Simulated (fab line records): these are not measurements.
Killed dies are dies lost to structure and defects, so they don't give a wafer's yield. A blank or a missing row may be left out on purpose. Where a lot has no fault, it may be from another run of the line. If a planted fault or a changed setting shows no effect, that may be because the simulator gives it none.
fab line records ; flow sky130
record lots=12; wafers=36; last-day=50
route steps=708 shown POLY_GATE@228 LDD_LDN@299 POLY_CUT@317 SD_P@331
lots with no fault: from the same line, run without faults
start-h: hours from the record's opening day to when the first of the lot's shown wafers began ; wait-h: hours elapsed since this lot's preceding step ; " the same as in the row above ; L1.1+2: a single row standing in for several wafers ; - value missing, or start not given ; * or withheld: withheld ; < > ~ a bound
route shown NAME@n: names a module that has steps shown in the file, with the first one's number in the route ; usual: the fault-free wafers' mean and standard deviation ; same: alike in all rows ; chamber/n: place in a boat ; sites: per-site readings ; _std_site: their standard deviation ; _edge_site: inner sites' mean taken away from outer sites' mean ; radius-mm: for every site, how far away it sits from the centre of the wafer ; mask NAME#n: copy n ; behind: tool/chamber where the wafer was last shaped ; hold: reason for holding the lot/hours on hold/outcome of the hold ; device: whichever transistor did not switch (one of n, p or np) ; end of line: the route-end tests of the same wafers ; where a step has no rows: the recipe by itself ; killed: not the wafer's yield, but the dies lost to structure and defects at the first sort ; map: shows each die of a wafer: x if killed, . if not, _ if none is there
set.NAME: the run value of the setting; set.NAME@STEP: its run value at that earlier step ; model.NAME: the simulator's own value behind a step, which no gauge read
the route's steps for a sample of lots (tables are steps, rows are wafers)
services: when a tool's chamber went out of use (start-h, in hours from the record's first day, below 0 if earlier), for how many hours, and the reason
## steps
# step SKY_POLY_GATE_OVL_MEAS_14
# usual POLY_GATE_OVL=-1/5
lot.wafer;tool;chamber;start-h;wait-h;POLY_GATE_OVL[nm]
L857.3;overlay-02;-;378.26;0.1;-4
L857.5;overlay-02;-;378.26;0.1;-11
L857.6;overlay-02;-;378.26;0.1;-5
L858.1;overlay-01;-;389.75;0.1;0
L858.3;overlay-01;-;389.75;0.1;0
L858.4;overlay-01;-;389.75;0.1;1
L859.2;overlay-01;-;400.60;0.1;-2
L859.4;overlay-01;-;400.60;0.1;-3
L859.6;overlay-01;-;400.60;0.1;-1
L862.2;overlay-02;-;424.51;0.1;3
L862.3;overlay-02;-;424.51;0.1;3
L862.4;overlay-02;-;424.51;0.1;-1
L869.1;overlay-01;-;484.40;0.1;13
L869.4;overlay-01;-;484.40;0.1;4
L869.6;overlay-01;-;484.40;0.1;6
L871.2;overlay-02;-;500.71;0.1;-16
L871.4;overlay-02;-;500.71;0.1;-10
L871.6;overlay-02;-;500.71;0.1;-7
L872.1;overlay-02;-;507.06;0.1;6
L872.2;overlay-02;-;507.06;0.1;8
L872.4;overlay-02;-;507.06;0.1;7
L873.2;overlay-02;-;519.60;0.1;4
L873.4;overlay-02;-;519.60;0.1;6
L873.6;overlay-02;-;519.60;0.1;3
L875.1;overlay-01;-;538.05;0.1;1
L875.5;overlay-01;-;538.05;0.1;2
L875.6;overlay-01;-;538.05;0.1;-4
L877.1;overlay-01;-;554.95;0.1;0
L877.4;overlay-01;-;554.95;0.1;0
L877.5;overlay-01;-;554.95;0.1;-5
L878.1;overlay-01;-;557.46;0.1;-7
L878.3;overlay-01;-;557.46;0.1;0
L878.4;overlay-01;-;557.46;0.1;-4
L879.2;overlay-01;-;562.60;0.1;2
L879.4;overlay-01;-;562.60;0.1;-8
L879.5;overlay-01;-;562.60;0.1;7
# step SKY_LDD_LDN_IMPLANT_10
# recipe species=As; energy-kev=15; dose-cm2=1.25e+13; tilt-deg=withheld; rotation-deg=203
# usual rotation-deg=203.00/0.033
# same implant-ion-amu=75
lot.wafer;tool;chamber;start-h;wait-h;rotation-deg
L857.3;implanter-01;0;537.62;0.1;202.90
L857.5;implanter-01;0;537.62;0.1;203.08
L857.6;implanter-01;0;537.62;0.1;203.05
L858.1;implanter-03;0;547.46;0.1;202.94
L858.3;implanter-03;0;547.46;0.1;203.00
L858.4;implanter-03;0;547.46;0.1;203.02
L858.1;implanter-03;0;547.78;0.3;202.93
L858.3;implanter-03;0;547.78;0.3;202.99
L858.4;implanter-03;0;547.78;0.3;202.99
L859.2;implanter-03;0;558.21;0.1;202.99
L859.4;implanter-03;0;558.21;0.1;203.03
L859.6;implanter-03;0;558.21;0.1;202.99
L859.2;implanter-03;0;558.53;0.3;203.00
L859.4;implanter-03;0;558.53;0.3;203.01
L859.6;implanter-03;0;558.53;0.3;202.98
L862.2;implanter-03;0;582.26;0.1;203.01
L862.3;implanter-03;0;582.26;0.1;203.00
L862.4;implanter-03;0;582.26;0.1;203.02
L862.2;implanter-03;0;582.58;0.3;202.99
L862.3;implanter-03;0;582.58;0.3;203.00
L862.4;implanter-03;0;582.58;0.3;203.01
L869.1;implanter-03;0;636.93;0.1;203.01
L869.4;implanter-03;0;636.93;0.1;202.99
L869.6;implanter-03;0;636.93;0.1;203.01
L871.2;implanter-02;0;653.30;0.1;202.98
L871.4;implanter-02;0;653.30;0.1;203.04
L871.6;implanter-02;0;653.30;0.1;202.97
L872.1;implanter-02;0;658.12;0.1;202.98
L872.2;implanter-02;0;658.12;0.1;203.01
L872.4;implanter-02;0;658.12;0.1;202.92
L873.2;implanter-03;0;670.79;0.1;203.00
L873.4;implanter-03;0;670.79;0.1;203.00
L873.6;implanter-03;0;670.79;0.1;203.00
L875.1;implanter-01;0;687.27;0.1;202.99
L875.5;implanter-01;0;687.27;0.1;203.01
L875.6;implanter-01;0;687.27;0.1;203.00
L877.1;implanter-03;0;702.37;0.1;203.03
L877.4;implanter-03;0;702.37;0.1;203.04
L877.5;implanter-03;0;702.37;0.1;202.98
L878.1;implanter-03;0;704.86;0.1;203.00
L878.3;implanter-03;0;704.86;0.1;202.95
L878.4;implanter-03;0;704.86;0.1;203.00
L879.2;implanter-02;0;710.11;0.1;203.06
L879.4;implanter-02;0;710.11;0.1;203.04
L879.5;implanter-02;0;710.11;0.1;203.05
# step SKY_LDD_LDN_TW_MEAS_13
# usual LDD_LDN_TW=1479/8.4
lot.wafer;tool;chamber;start-h;wait-h;LDD_LDN_TW
L857.3;film-metro-04;-;537.99;0.1;1480
L857.5;film-metro-04;-;537.99;0.1;1483
L857.6;film-metro-04;-;537.99;0.1;1489
L858.1;film-metro-03;-;548.18;0.1;1562
L858.3;film-metro-03;-;548.18;0.1;1571
L858.4;film-metro-03;-;548.18;0.1;1569
L858.1;film-metro-03;-;548.41;0.2;1573
L858.3;film-metro-03;-;548.41;0.2;1573
L858.4;film-metro-03;-;548.41;0.2;1567
L859.2;film-metro-02;-;558.91;0.1;1588
L859.4;film-metro-02;-;558.91;0.1;1590
L859.6;film-metro-02;-;558.91;0.1;1600
L859.2;film-metro-02;-;559.14;0.2;1587
L859.4;film-metro-02;-;559.14;0.2;1598
L859.6;film-metro-02;-;559.14;0.2;1583
L862.2;film-metro-02;-;582.96;0.1;1583
L862.3;film-metro-02;-;582.96;0.1;1593
L862.4;film-metro-02;-;582.96;0.1;1580
L862.2;film-metro-02;-;583.20;0.2;1590
L862.3;film-metro-02;-;583.20;0.2;1589
L862.4;film-metro-02;-;583.20;0.2;1588
L869.1;film-metro-04;-;637.33;0.1;1470
L869.4;film-metro-04;-;637.33;0.1;1481
L869.6;film-metro-04;-;637.33;0.1;1479
L871.2;film-metro-04;-;653.68;0.1;1488
L871.4;film-metro-04;-;653.68;0.1;1489
L871.6;film-metro-04;-;653.68;0.1;1489
L872.1;film-metro-02;-;658.52;0.1;1501
L872.2;film-metro-02;-;658.52;0.1;1485
L872.4;film-metro-02;-;658.52;0.1;1486
L873.2;film-metro-04;-;671.17;0.1;1485
L873.4;film-metro-04;-;671.17;0.1;1483
L873.6;film-metro-04;-;671.17;0.1;1496
L875.1;film-metro-04;-;687.67;0.1;1483
L875.5;film-metro-04;-;687.67;0.1;1480
L875.6;film-metro-04;-;687.67;0.1;1471
L877.1;film-metro-03;-;702.77;0.1;1473
L877.4;film-metro-03;-;702.77;0.1;1471
L877.5;film-metro-03;-;702.77;0.1;1471
L878.1;film-metro-02;-;705.26;0.1;1485
L878.3;film-metro-02;-;705.26;0.1;1475
L878.4;film-metro-02;-;705.26;0.1;1468
L879.2;film-metro-04;-;710.49;0.1;1486
L879.4;film-metro-04;-;710.49;0.1;1481
L879.5;film-metro-04;-;710.49;0.1;1472
# step SKY_POLY_CUT_ETCH_10
# recipe chemistry=N2/H2; target=BARC; ion-energy-ev=200; source-w=500; bias-w=100; pressure-mtorr=30; n2-flow-sccm=100; h2-flow-sccm=200; stop-on=SiO2; time-s=45.9; target-depth-a=600
# usual chamber-pressure-mTorr=30.001/0.029; drypump-motor-current-A=5.90/0.25; oes-product-au=0.855/0.0048; throttle-valve-pct=13.226/0.009
lot.wafer;tool;chamber;start-h;wait-h;chamber-pressure-mTorr;drypump-motor-current-A;oes-product-au;rf-hours-counter-h;throttle-valve-pct
L857.3;rie-diel-04;3;569.65;0.0;29.962;5.90;0.848;3;13.221
L857.5;rie-diel-04;0;569.65;0.0;30.022;5.69;0.858;-;13.233
L857.6;rie-diel-04;1;569.65;0.0;30.019;6.22;0.852;-;13.218
L858.1;rie-diel-01;2;579.88;0.0;30.026;6.01;0.856;53;13.227
L858.3;rie-diel-01;3;579.88;0.0;29.971;6.43;0.856;32;13.217
L858.4;rie-diel-01;2;579.88;0.0;30.025;6.03;0.853;-;13.234
L859.2;rie-diel-04;2;590.98;0.0;30.035;5.68;0.855;35;13.230
L859.4;rie-diel-04;1;590.98;0.0;29.993;6.25;0.862;2;13.223
L859.6;rie-diel-04;0;590.98;0.0;29.935;5.66;0.862;-;13.232
L862.2;rie-diel-04;2;616.08;0.0;29.972;5.73;0.850;36;13.214
L862.3;rie-diel-04;1;616.08;0.0;30.028;6.17;0.857;3;13.229
L862.4;rie-diel-04;0;616.08;0.0;29.988;5.68;0.854;36;13.228
L869.1;rie-diel-01;3;668.23;0.0;29.948;6.45;0.858;34;13.219
L869.4;rie-diel-01;1;668.23;0.0;30.043;5.47;0.856;2;13.225
L869.6;rie-diel-01;1;668.23;0.0;30.043;5.45;0.846;-;13.233
L871.2;rie-diel-02;0;683.03;0.0;30.022;5.76;0.849;28;13.216
L871.4;rie-diel-02;2;683.03;0.0;30.024;5.98;0.853;0;13.250
L871.6;rie-diel-02;0;683.03;0.0;29.992;5.75;0.853;-;13.239
L872.1;rie-diel-04;1;687.68;0.0;29.984;6.17;0.861;4;13.228
L872.2;rie-diel-04;0;687.68;0.0;30.052;5.68;0.855;37;13.222
L872.4;rie-diel-04;3;687.68;0.0;30.013;5.92;0.853;5;13.223
L873.2;rie-diel-02;3;703.30;0.0;29.981;5.95;0.852;9;13.233
L873.4;rie-diel-02;0;703.30;0.0;30.045;5.74;0.853;29;13.230
L873.6;rie-diel-02;2;703.30;0.0;30.032;5.94;0.858;-;13.212
L875.1;rie-diel-04;3;716.79;0.0;30.025;5.90;0.852;6;13.231
L875.5;rie-diel-04;3;716.79;0.0;29.982;5.91;0.847;-;13.221
L875.6;rie-diel-04;2;716.79;0.0;29.962;5.73;0.860;-;13.226
L877.1;rie-diel-04;3;732.79;0.0;29.991;5.90;0.846;6;13.220
L877.4;rie-diel-04;1;732.79;0.0;29.992;6.23;0.857;4;13.215
L877.5;rie-diel-04;2;732.79;0.0;30.029;5.69;0.850;-;13.224
L878.1;rie-diel-01;0;734.04;0.0;30.036;5.67;0.852;23;13.220
L878.3;rie-diel-01;3;734.04;0.0;30.031;6.47;0.860;35;13.221
L878.4;rie-diel-01;0;734.04;0.0;30.023;5.70;0.854;-;13.231
L879.2;rie-diel-01;0;739.63;0.0;29.956;5.67;0.846;23;13.222
L879.4;rie-diel-01;1;739.63;0.0;30.038;5.42;0.841;-;13.233
L879.5;rie-diel-01;0;739.63;0.0;30.002;5.68;0.854;-;13.234
# step SKY_SD_P_TW_MEAS_11
# usual SD_P_TW=2831/20
lot.wafer;tool;chamber;start-h;wait-h;SD_P_TW
L857.3;film-metro-02;-;599.90;0.1;2825
L857.5;film-metro-02;-;599.90;0.1;2835
L857.6;film-metro-02;-;599.90;0.1;2846
L858.1;film-metro-02;-;609.70;0.1;2837
L858.3;film-metro-02;-;609.70;0.1;2835
L858.4;film-metro-02;-;609.70;0.1;2838
L859.2;film-metro-03;-;620.50;0.1;2824
L859.4;film-metro-03;-;620.50;0.1;2820
L859.6;film-metro-03;-;620.50;0.1;2819
L862.2;film-metro-03;-;644.91;0.1;2819
L862.3;film-metro-03;-;644.91;0.1;2803
L862.4;film-metro-03;-;644.91;0.1;2835
L869.1;film-metro-01;-;696.93;0.1;2854
L869.4;film-metro-01;-;696.93;0.1;2849
L869.6;film-metro-01;-;696.93;0.1;2848
L871.2;film-metro-03;-;711.61;0.1;2796
L871.4;film-metro-03;-;711.61;0.1;2807
L871.6;film-metro-03;-;711.61;0.1;2804
L872.1;film-metro-03;-;715.62;0.1;2800
L872.2;film-metro-03;-;715.62;0.1;2806
L872.4;film-metro-03;-;715.62;0.1;2785
L873.2;film-metro-02;-;731.20;0.1;2861
L873.4;film-metro-02;-;731.20;0.1;2843
L873.6;film-metro-02;-;731.20;0.1;2847
L875.1;film-metro-03;-;744.73;0.1;2820
L875.5;film-metro-03;-;744.73;0.1;2812
L875.6;film-metro-03;-;744.73;0.1;2808
L877.1;film-metro-01;-;760.34;0.1;2841
L877.4;film-metro-01;-;760.34;0.1;2825
L877.5;film-metro-01;-;760.34;0.1;2830
L878.1;film-metro-01;-;762.69;0.1;2821
L878.3;film-metro-01;-;762.69;0.1;2812
L878.4;film-metro-01;-;762.69;0.1;2814
L879.2;film-metro-01;-;767.14;0.1;2829
L879.4;film-metro-01;-;767.14;0.1;2828
L879.5;film-metro-01;-;767.14;0.1;2837
## services
tool;chamber;start-h;hours;kind
implanter-01;-;518.52;4.4;pm
implanter-03;-;532.85;2.6;repair
implanter-02;-;533.45;1.0;repair
rie-diel-01;1;550.65;5.4;repair
rie-diel-01;1;572.71;-;clean
implanter-03;-;627.89;1.0;repair
implanter-03;-;628.92;1.8;pm
rie-diel-02;2;630.44;8.7;repair
implanter-03;-;630.73;3.9;pm
rie-diel-02;0;632.93;2.8;repair
rie-diel-04;-;636.75;0.2;repair
rie-diel-04;-;637.61;14.6;pm
rie-diel-02;0;656.99;7.7;repair
implanter-02;-;659.48;1.5;repair
rie-diel-01;2;662.78;4.0;repair
implanter-02;-;670.73;3.1;repair
rie-diel-01;-;685.02;37.6;repair
implanter-03;-;695.39;1.6;repair
rie-diel-04;1;704.55;23.6;repair
rie-diel-04;0;706.85;10.2;repair
rie-diel-01;3;708.05;5.1;repair
implanter-03;-;715.34;3.1;repair
rie-diel-01;1;720.66;10.7;repair
rie-diel-02;0;737.60;8.1;repair
## key
first-sign step=SKY_LDD_LDN_IMPLANT_10; reading=visit; direction=added
effect step=SKY_LDD_LDN_TW_MEAS_13; reading=visit; direction=added
effect step=SKY_LDD_LDN_TW_MEAS_13; reading=LDD_LDN_TW; direction=up; sigmas=12; usual=1479; struck=1582
met-at SKY_LDD_LDN_IMPLANT_10
struck-lots L858,L859,L862
tester-left-out L858,L859,L862
not-acting-at SKY_POLY_GATE_OVL_MEAS_14,SKY_POLY_CUT_ETCH_10,SKY_SD_P_TW_MEAS_11
fault kind=repeated-step-whole; tool=implanter-01,implanter-02,implanter-03; chamber=-; onset-h=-; steps=SKY_LDD_LDN_IMPLANT_10; times=1; scope=struck-lots-only
# tester-left-out: of these lots the tester's yield and bins aren't shown, on N5 and GAA mostly nor the transistor test; their killed dies are dies lost to structure and defects alone, not to doping, threshold or leakage, so they don't give the yield
